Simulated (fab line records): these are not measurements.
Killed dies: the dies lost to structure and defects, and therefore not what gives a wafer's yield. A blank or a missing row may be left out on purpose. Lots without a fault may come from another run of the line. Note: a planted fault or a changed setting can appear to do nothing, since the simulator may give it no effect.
Struck lot and sound lot, side by side / flow sky130 / 24 out of 708 route steps
Sound: the wafers L188.1, L188.2, L188.6. Struck: wafer L199.5 (left out: L199.1, L199.4 of the same lot, which were not struck); the cause appears at the end.
At each step with rows: each side's tool, then ch and its chambers, then its first start. Under that, the readings that differ: sound wafers / struck wafers / difference of the means / sigmas: that difference in standard deviations of wafers without a fault.
alike: readings with means less than 2 such deviations apart, plus words and numbers identical on both sides. not compared: withheld readings, readings lacking a value on some wafer, bounds such as >300 that could conceal the same value, and numbers that have no deviation in the record and whose values overlap.
Wherever a step has rows on one side only, a row that says differs or no value, or a row with sigmas, the two part there. Non-overlapping numbers with no deviation appear without sigmas and do not part them. A reading missing from all wafers of one side parts the sides only when that side holds two or more wafers.

first, 8 steps without rows for these wafers: SKY_RES_XHIGH_DEHYDRATE_00 (time 60 s); SKY_RES_XHIGH_HMDS_01 (prime time 60 s); SKY_RES_XHIGH_COAT_02 (resist thk 1140 nm); SKY_RES_XHIGH_SOFTBAKE_03 (time 60 s); SKY_RES_XHIGH_EXPOSE_04 (exposes mask URPM, target cd 1270 nm); SKY_RES_XHIGH_PEB_05; SKY_RES_XHIGH_DEVELOP_06 (develop time 60 s); SKY_RES_XHIGH_IMPLANT_07.
SKY_RES_XHIGH_STRIP_08: strips in O2/N2.
  sound on plasma asher-01 ch 0,1, day 30 13:16; struck on plasma asher-01 ch 0, day 33 23:04
  alike: drypump motor current A, oes product au, strip time to endpoint s
  not compared: rf hours counter h
SKY_RES_XHIGH_TW_MEAS_09:
  struck on film metro-02, day 33 23:10; sound on film metro-01, day 30 13:22
  alike: RES_XHIGH_TW
then, 2 steps without rows for these wafers: SKY_SD_N_DEHYDRATE_00 (time 60 s); SKY_SD_N_HMDS_01 (prime time 60 s).
SKY_SD_N_COAT_02: resist thk 1140 nm.
  sound on litho track-01 ch 0, day 31 03:23; struck on litho track-01 ch 0, day 34 11:35
reading=model.NOVOLAK_of_SD_N_COAT_02.thk nm (nm); sound=1141 1141 1139; struck=651.1; difference=-489.2; sigmas=
  alike: dispense pressure kPa, spin speed rpm
then, 3 steps without rows for these wafers: SKY_SD_N_SOFTBAKE_03 (time 60 s); SKY_SD_N_EXPOSE_04 (exposes mask NSDM, target cd 380 nm); SKY_SD_N_PEB_05.
SKY_SD_N_DEVELOP_06: develop time 60 s.
  sound on litho track-04 ch 0, day 31 16:52; struck on litho track-04 ch 0, day 35 00:55
reading=model.NOVOLAK_of_SD_N_COAT_02.thk nm (nm); sound=1141 1141 1138; struck=650.6; difference=-489.4; sigmas=
SKY_SD_N_CD_MEAS_07: the cd target is 380 nm.
  struck on cd sem-02, day 35 01:04; sound on cd sem-01, day 31 17:05
reading=cd nm (nm); sound=379.1 382.0 380.1; struck=439.3; difference=+58.9; sigmas=+25
SKY_SD_N_OVL_MEAS_08:
  struck on overlay-02, day 35 01:11; sound on overlay-01, day 31 17:12
  alike: SD_N_OVL
then, 2 steps without rows for these wafers: SKY_SD_N_IMPLANT_09; SKY_SD_N_IMPLANT_10.
SKY_SD_N_STRIP_11: strips in O2/N2.
  sound on plasma asher-03 ch 0,1, day 31 17:32; struck on plasma asher-01 ch 1, day 35 01:32
reading=oes product au (a.u.); sound=0.529 0.532 0.526; struck=0.461; difference=-0.068; sigmas=-15
reading=strip time to endpoint s (s); sound=22.55 22.58 22.57; struck=16.99; difference=-5.58; sigmas=-99 or more
  alike: drypump motor current A
  not compared: rf hours counter h
SKY_SD_N_TW_MEAS_12:
  struck on film metro-04, day 35 01:38; sound on film metro-04, day 31 17:38
  alike: SD_N_TW
then, 1 step without rows for these wafers: SKY_PAD_OPEN_PROBE_99.

== WHERE THEY PART ==
Last at SKY_SD_N_STRIP_11 as far as this record goes, first at SKY_SD_N_CD_MEAS_07. Later steps at which nothing parts them and some readings are alike: SKY_SD_N_TW_MEAS_12.

WHY: what the simulator had put in
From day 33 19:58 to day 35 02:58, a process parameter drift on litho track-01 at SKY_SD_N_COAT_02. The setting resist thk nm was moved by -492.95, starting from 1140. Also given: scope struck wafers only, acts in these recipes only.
